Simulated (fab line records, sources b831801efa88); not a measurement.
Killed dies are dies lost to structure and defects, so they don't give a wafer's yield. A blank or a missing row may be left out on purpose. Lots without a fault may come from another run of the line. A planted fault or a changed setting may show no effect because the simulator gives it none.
fab line records | flow gf180mcu
record lots=13 wafers=39 last_day=34
route steps=602 shown STI@5 LVPWELL@64 MVSD@76 VT_IMPLANT@108
lots that met no fault: from a run of the same line without faults
start_h: hours from the record's first day to the start of the lot's first wafer shown | wait_h: hours since the lot's step before | " the same as in the row above | L1.1+2: a row that stands for several wafers | - no value, or no start given | * or withheld: withheld | < > ~ a bound
route shown NAME@n: a module of which the file shows steps, and the number in the route of the first | usual: mean/standard deviation of fault-free wafers | same: alike in all rows | chamber/n: place in a boat | sites: the reading at each site | _std_site: their standard deviation | _edge_site: outer sites' mean less inner sites' | radius_mm: how far each site lies from the wafer's centre | mask NAME#n: copy n | behind: the tool/chamber that last shaped the wafer | hold: why the lot was held/for how many hours/how that ended | device: the transistor (n, p or np) that didn't switch | end of line: the same wafers' tests at the end of the route | a step without rows: its recipe alone | killed: dies lost to structure and defects at the first sort, not the wafer's yield | map: a wafer's dies, x killed, . not, _ none there
set.NAME: the setting as run; set.NAME@STEP: as run at that earlier step | model.NAME: the simulator's own value behind a step, which no gauge read
steps of the route over a sample of lots; a table a step, a row a wafer
services: from which hour (start_h, from the record's first day; less than 0 if before it) a tool's chamber was out of use, for how many hours, and why
## steps
# step GF_STI_THK_MEAS_04
# recipe reads=Si3N4_of_STI_CVD_03
# usual STI_CVD_03_THK=207.0/1.7
# columns lot.wafer tool chamber start_h wait_h STI_CVD_03_THK[nm]
L442.1 film_metro-01 - 35.36 0.1 205.5
L442.3 " - " " 206.2
L442.6 " - " " 204.1
L444.1 film_metro-01 - 35.42 0.1 204.8
L444.2 " - " " 204.4
L444.5 " - " " 204.8
L443.2 film_metro-02 - 35.43 0.1 211.1
L443.3 " - " " 212.3
L443.5 " - " " 211.1
L445.1 film_metro-01 - 41.34 0.0 209.4
L445.3 " - " " 206.0
L445.5 " - " " 206.0
L454.1 film_metro-02 - 78.56 0.0 205.3
L454.3 " - " " 204.6
L454.5 " - " " 205.2
L456.2 film_metro-04 - 89.62 0.0 206.6
L456.3 " - " " 208.4
L456.4 " - " " 206.5
L457.1 film_metro-01 - 93.56 0.0 208.1
L457.4 " - " " 208.8
L457.5 " - " " 207.2
L458.3 film_metro-04 - 98.58 0.0 203.2
L458.4 " - " " 205.7
L458.5 " - " " 202.9
L459.1 film_metro-01 - 103.56 0.0 207.9
L459.2 " - " " 209.8
L459.4 " - " " 210.2
L460.1 film_metro-04 - 108.85 0.0 208.1
L460.3 " - " " 207.9
L460.6 " - " " 208.1
L461.1 film_metro-04 - 116.03 0.0 207.0
L461.5 " - " " 207.3
L461.6 " - " " 207.1
L462.2 film_metro-02 - 119.61 0.0 205.8
L462.3 " - " " 207.5
L462.4 " - " " 206.9
L464.3 film_metro-04 - 128.98 0.0 208.5
L464.4 " - " " 207.5
L464.6 " - " " 205.4
# step GF_LVPWELL_STRIP_10
# recipe chemistry=O2/N2 power_w=1400 pressure_mtorr=1500 platen_temp_c=250 o2_flow_sccm=3000 n2_flow_sccm=300 overash_fraction=0.5
# usual drypump_motor_current_A=5.6/0.51 heater_power_w=331/37 n2_flow_sccm=299.9/0.87 oes_product_au=0.723/0.0042 strip_time_to_endpoint_s=36.95/0.097
# same overash_fraction=0.5
# columns lot.wafer tool chamber start_h wait_h drypump_motor_current_A heater_power_w n2_flow_sccm oes_product_au rf_hours_counter_h strip_time_to_endpoint_s
L442.1 plasma_asher-02 0 88.17 0.1 6.2 423 300.0 0.932 43 -
L442.3 " 1 " " 6.0 329 300.8 0.937 - -
L442.6 " 0 " " 6.2 418 299.4 0.934 - -
L443.2 plasma_asher-03 0 88.52 0.1 6.1 342 301.4 0.713 43 37.03
L443.3 " 1 " " 6.0 339 299.8 0.715 - 37.09
L443.5 " 0 " " 6.1 348 301.8 0.717 - 36.94
L444.1 plasma_asher-01 0 88.58 0.1 5.2 319 300.7 0.725 29 37.05
L444.2 " 1 " " 5.0 294 299.5 0.723 29 36.98
L444.5 " 1 " " 4.9 285 300.5 0.726 - 37.02
L445.1 plasma_asher-03 0 94.72 0.1 6.1 346 298.9 0.714 43 37.10
L445.3 " 0 " " 6.1 344 298.8 0.725 - 37.01
L445.5 " 1 " " 6.0 342 299.3 0.724 - 37.14
L454.1 plasma_asher-01 1 135.58 0.1 4.9 289 300.4 0.729 34 36.84
L454.3 " 1 " " 4.9 288 300.8 0.721 - 36.88
L454.5 " 1 " " 5.0 292 300.0 0.717 - 36.77
L456.2 plasma_asher-01 0 148.13 0.1 5.2 318 299.4 0.716 35 37.07
L456.3 " 0 " " 5.2 318 300.5 0.724 - 36.92
L456.4 " 1 " " 4.9 293 299.2 0.720 - 36.93
L457.1 plasma_asher-01 1 152.97 0.1 5.0 285 299.3 0.724 36 36.90
L457.4 " 0 " " 5.2 310 299.6 0.726 - 36.97
L457.5 " 0 " " 5.2 318 300.3 0.729 - 36.92
L458.3 plasma_asher-02 1 159.75 0.1 6.0 324 300.2 0.723 - 36.83
L458.4 " 0 " " 6.2 421 299.0 0.720 - 36.83
L458.5 " 0 " " 6.2 425 298.9 0.727 - 36.85
L459.1 plasma_asher-02 1 162.98 0.1 5.9 317 299.9 0.726 4 36.90
L459.2 " 0 " " 6.2 428 299.9 0.724 4 36.91
L459.4 " 1 " " 6.0 332 299.7 0.724 - 36.86
L460.1 plasma_asher-01 1 169.72 0.1 5.0 298 299.4 0.722 38 36.96
L460.3 " 0 " " 5.2 313 300.8 0.722 - 36.96
L460.6 " 1 " " 4.9 294 300.7 0.726 - 36.95
L461.1 plasma_asher-01 0 178.72 0.1 5.2 309 301.8 0.716 39 37.01
L461.5 " 0 " " 5.2 316 300.7 0.715 - 37.00
L461.6 " 1 " " 5.0 287 300.3 0.726 - 36.98
L462.2 plasma_asher-01 1 181.32 0.1 5.0 288 301.5 0.727 39 37.05
L462.3 " 0 " " 5.2 313 300.1 0.717 - 36.99
L462.4 " 1 " " 4.9 294 300.6 0.726 - 36.99
L464.3 plasma_asher-01 1 192.96 0.1 5.0 292 299.5 0.727 - 36.86
L464.4 " 0 " " 5.2 313 298.1 0.726 - 36.86
L464.6 " 1 " " 5.0 288 301.4 0.719 - 36.84
# step GF_MVSD_STRIP_10
# recipe chemistry=O2/N2 power_w=1400 pressure_mtorr=1500 platen_temp_c=250 o2_flow_sccm=3000 n2_flow_sccm=300 overash_fraction=0.5
# usual drypump_motor_current_A=5.5/0.48 heater_power_w=319/20 n2_flow_sccm=299.8/0.94 oes_product_au=0.723/0.0045 strip_time_to_endpoint_s=36.93/0.1
# same overash_fraction=0.5
# columns lot.wafer tool chamber start_h wait_h drypump_motor_current_A heater_power_w n2_flow_sccm oes_product_au rf_hours_counter_h strip_time_to_endpoint_s
L442.1 plasma_asher-04 0 101.37 0.1 6.0 327 300.6 0.733 46 60.44
L442.3 " 0 " " 6.0 320 299.7 0.720 - 60.52
L442.6 " 0 " " 6.0 326 299.8 0.732 - 60.31
L443.2 plasma_asher-01 1 101.72 0.1 5.0 288 300.1 0.725 31 36.94
L443.3 " 1 " " 5.0 286 299.7 0.723 - 36.81
L443.5 " 1 " " 5.0 288 300.4 0.723 - 36.83
L444.1 plasma_asher-04 0 101.78 0.1 6.0 325 299.9 0.729 46 36.80
L444.2 " 1 " " 5.9 332 299.2 0.726 46 36.81
L444.5 " 0 " " 6.0 333 299.9 0.726 - 36.86
L445.1 plasma_asher-03 1 108.12 0.1 6.1 343 299.8 0.731 44 36.90
L445.3 " 0 " " 6.1 343 300.4 0.718 - 37.00
L445.5 " 0 " " 6.1 337 300.2 0.717 - 36.91
L454.1 plasma_asher-04 1 149.98 0.1 5.9 327 301.2 0.723 52 37.01
L454.3 " 0 " " 6.0 330 300.5 0.721 - 37.05
L454.5 " 1 " " 5.9 336 300.7 0.723 - 37.04
L456.2 plasma_asher-01 0 162.97 0.1 5.2 311 300.5 0.722 37 37.07
L456.3 " 0 " " 5.2 311 301.3 0.723 - 37.12
L456.4 " 1 " " 4.9 295 299.4 0.723 - 37.17
L457.1 plasma_asher-01 0 167.52 0.1 5.2 309 299.1 0.722 37 36.86
L457.4 " 0 " " 5.2 317 298.9 0.717 - 36.81
L457.5 " 1 " " 4.9 286 300.1 0.718 - 36.79
L458.3 plasma_asher-03 0 175.16 0.1 6.1 348 298.5 0.724 - 36.91
L458.4 " 1 " " 6.1 347 298.6 0.728 - 36.93
L458.5 " 1 " " 6.0 347 299.3 0.722 - 36.92
L459.1 plasma_asher-03 0 178.28 0.1 6.1 342 300.3 0.722 53 36.94
L459.2 " 1 " " 6.1 347 301.8 0.730 53 37.01
L459.4 " 1 " " 6.0 343 300.5 0.722 - 36.99
L460.1 plasma_asher-04 0 184.32 0.1 6.0 323 299.3 0.720 56 36.94
L460.3 " 1 " " 6.0 335 299.2 0.716 - 36.93
L460.6 " 0 " " 6.0 326 299.5 0.722 - 36.93
L461.1 plasma_asher-01 1 194.42 0.1 5.0 300 298.9 0.716 40 36.98
L461.5 " 0 " " 5.2 314 299.2 0.717 - 37.02
L461.6 " 1 " " 5.0 284 297.1 0.723 - 37.02
L462.2 plasma_asher-01 1 196.78 0.1 5.0 288 299.2 0.721 40 36.95
L462.3 " 1 " " 5.0 288 299.7 0.729 - 36.93
L462.4 " 0 " " 5.2 317 298.9 0.720 - 36.95
L464.3 plasma_asher-03 1 209.40 0.1 6.0 344 300.5 0.726 - 36.75
L464.4 " 0 " " 6.1 348 300.3 0.724 - 36.84
L464.6 " 0 " " 6.1 342 299.8 0.729 - 36.87
# step GF_MVSD_TW_MEAS_11
# usual MVSD_TW=1576/15
# columns lot.wafer tool chamber start_h wait_h MVSD_TW
L442.1 film_metro-03 - 101.47 0.1 30
L442.3 " - " " 30
L442.6 " - " " 30
L443.2 film_metro-03 - 101.83 0.1 1572
L443.3 " - " " 1589
L443.5 " - " " 1587
L444.1 film_metro-01 - 101.88 0.1 1590
L444.2 " - " " 1592
L444.5 " - " " 1590
L445.1 film_metro-03 - 108.22 0.1 1581
L445.3 " - " " 1576
L445.5 " - " " 1580
L454.1 film_metro-03 - 150.08 0.1 1596
L454.3 " - " " 1586
L454.5 " - " " 1612
L456.2 film_metro-03 - 163.08 0.1 1590
L456.3 " - " " 1587
L456.4 " - " " 1596
L457.1 film_metro-01 - 167.62 0.1 1580
L457.4 " - " " 1584
L457.5 " - " " 1578
L458.3 film_metro-01 - 175.25 0.1 1580
L458.4 " - " " 1587
L458.5 " - " " 1585
L459.1 film_metro-03 - 178.38 0.1 1588
L459.2 " - " " 1584
L459.4 " - " " 1592
L460.1 film_metro-02 - 184.42 0.1 1552
L460.3 " - " " 1559
L460.6 " - " " 1548
L461.1 film_metro-01 - 194.52 0.1 1578
L461.5 " - " " 1578
L461.6 " - " " 1573
L462.2 film_metro-03 - 196.89 0.1 1589
L462.3 " - " " 1597
L462.4 " - " " 1590
L464.3 film_metro-02 - 209.49 0.1 1556
L464.4 " - " " 1551
L464.6 " - " " 1550
# step GF_VT_IMPLANT_OVL_MEAS_18
# usual VT_IMPLANT_01_OVL=0.4/1.4
# columns lot.wafer tool chamber start_h wait_h VT_IMPLANT_01_OVL[nm]
L442.1 overlay-02 - 142.14 0.1 0.4
L442.3 " - " " 1.4
L442.6 " - " " -0.7
L443.2 overlay-01 - 142.25 0.1 0.6
L443.3 " - " " -0.5
L443.5 " - " " 0.9
L444.1 overlay-02 - 142.39 0.1 -1.0
L444.2 " - " " -1.2
L444.5 " - " " -1.2
L445.1 overlay-02 - 148.69 0.1 2.3
L445.3 " - " " 2.3
L445.5 " - " " 0.0
L454.1 overlay-02 - 195.54 0.1 1.3
L454.3 " - " " -0.5
L454.5 " - " " 0.7
L456.2 overlay-01 - 209.95 0.1 2.5
L456.3 " - " " 2.1
L456.4 " - " " 2.6
L457.1 overlay-02 - 213.34 0.1 1.7
L457.4 " - " " -1.2
L457.5 " - " " 1.3
L458.3 overlay-01 - 220.70 0.1 -1.2
L458.4 " - " " -1.7
L458.5 " - " " 0.4
L459.1 overlay-02 - 225.69 0.1 -0.7
L459.2 " - " " 0.1
L459.4 " - " " -0.5
L460.1 overlay-01 - 231.09 0.1 1.9
L460.3 " - " " 1.7
L460.6 " - " " 1.8
L461.1 overlay-01 - 243.99 0.1 1.3
L461.5 " - " " 0.4
L461.6 " - " " 0.4
L462.2 overlay-02 - 247.80 0.1 -2.0
L462.3 " - " " -0.1
L462.4 " - " " -2.3
L464.3 overlay-01 - 259.85 0.1 -0.1
L464.4 " - " " -0.6
L464.6 " - " " 1.0
# step GF_VT_IMPLANT_OVL_MEAS_29
# usual VT_IMPLANT_02_OVL=0.4/1.5
# columns lot.wafer tool chamber start_h wait_h VT_IMPLANT_02_OVL[nm]
L442.1 overlay-01 - 156.09 0.1 0.2
L442.3 " - " " 0.5
L442.6 " - " " 1.9
L443.2 overlay-02 - 156.59 0.1 -0.2
L443.3 " - " " -1.2
L443.5 " - " " -0.7
L444.1 overlay-01 - 156.89 0.1 2.8
L444.2 " - " " 2.8
L444.5 " - " " 2.6
L445.1 overlay-02 - 163.39 0.1 -3.1
L445.3 " - " " -1.7
L445.5 " - " " -0.7
L454.1 overlay-02 - 211.84 0.1 0.8
L454.3 " - " " 0.6
L454.5 " - " " 1.3
L456.2 overlay-02 - 225.99 0.1 0.3
L456.3 " - " " 0.9
L456.4 " - " " 1.1
L457.1 overlay-01 - 229.89 0.1 -2.3
L457.4 " - " " 0.5
L457.5 " - " " -2.4
L458.3 overlay-01 - 237.80 0.1 -0.9
L458.4 " - " " 0.9
L458.5 " - " " -0.9
L459.1 overlay-02 - 243.34 0.1 4.1
L459.2 " - " " 0.1
L459.4 " - " " 1.5
L460.1 overlay-01 - 249.39 0.1 2.2
L460.3 " - " " 0.7
L460.6 " - " " 1.4
L461.1 overlay-02 - 261.39 0.1 -0.4
L461.5 " - " " -1.0
L461.6 " - " " 1.3
L462.2 overlay-01 - 266.04 0.1 3.4
L462.3 " - " " 2.4
L462.4 " - " " 1.2
L464.3 overlay-01 - 278.20 0.1 -1.7
L464.4 " - " " -2.3
L464.6 " - " " -1.4
## services
# columns tool chamber start_h hours kind
plasma_asher-04 - 64.37 1.3 repair
plasma_asher-03 - 103.55 2.8 pm
plasma_asher-02 - 108.75 9.0 pm
plasma_asher-02 0 108.75 13.8 vent_cycle
plasma_asher-02 1 108.75 13.8 vent_cycle
plasma_asher-02 - 110.09 12.5 repair
plasma_asher-02 0 117.75 - clean
plasma_asher-02 1 117.75 - clean
plasma_asher-01 - 131.84 0.9 repair
plasma_asher-02 - 176.75 2.1 repair
plasma_asher-02 - 199.56 2.5 repair
plasma_asher-01 - 199.65 7.3 repair
## key
first_sign step=GF_LVPWELL_STRIP_10 reading=oes_product_au direction=up sigmas=50 usual=0.723 struck=0.934
effect step=GF_MVSD_STRIP_10 reading=strip_time_to_endpoint_s direction=up sigmas=99+ usual=* struck=*
effect step=GF_MVSD_TW_MEAS_11 reading=MVSD_TW direction=down sigmas=99+ usual=1576 struck=30
met_at GF_LVPWELL_STRIP_10
struck_lots L442
sort_left_out L442.1,L442.3,L442.6
tester_left_out L442
not_acting_at GF_STI_THK_MEAS_04,GF_VT_IMPLANT_OVL_MEAS_18,GF_VT_IMPLANT_OVL_MEAS_29
fault kind=strip_aborted tool=plasma_asher-02 chamber=- onset_h=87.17 steps=GF_LVPWELL_STRIP_10 offset=0.75935 end_h=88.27
# tester_left_out: of these lots the tester's yield and bins aren't shown, on N5 and GAA mostly nor the transistor test; their killed dies are dies lost to structure and defects alone, not to doping, threshold or leakage, so they don't give the yield
# sort_left_out: the simulated sort isn't trusted on such a fault, so these wafers' sort isn't shown, and their yield isn't known
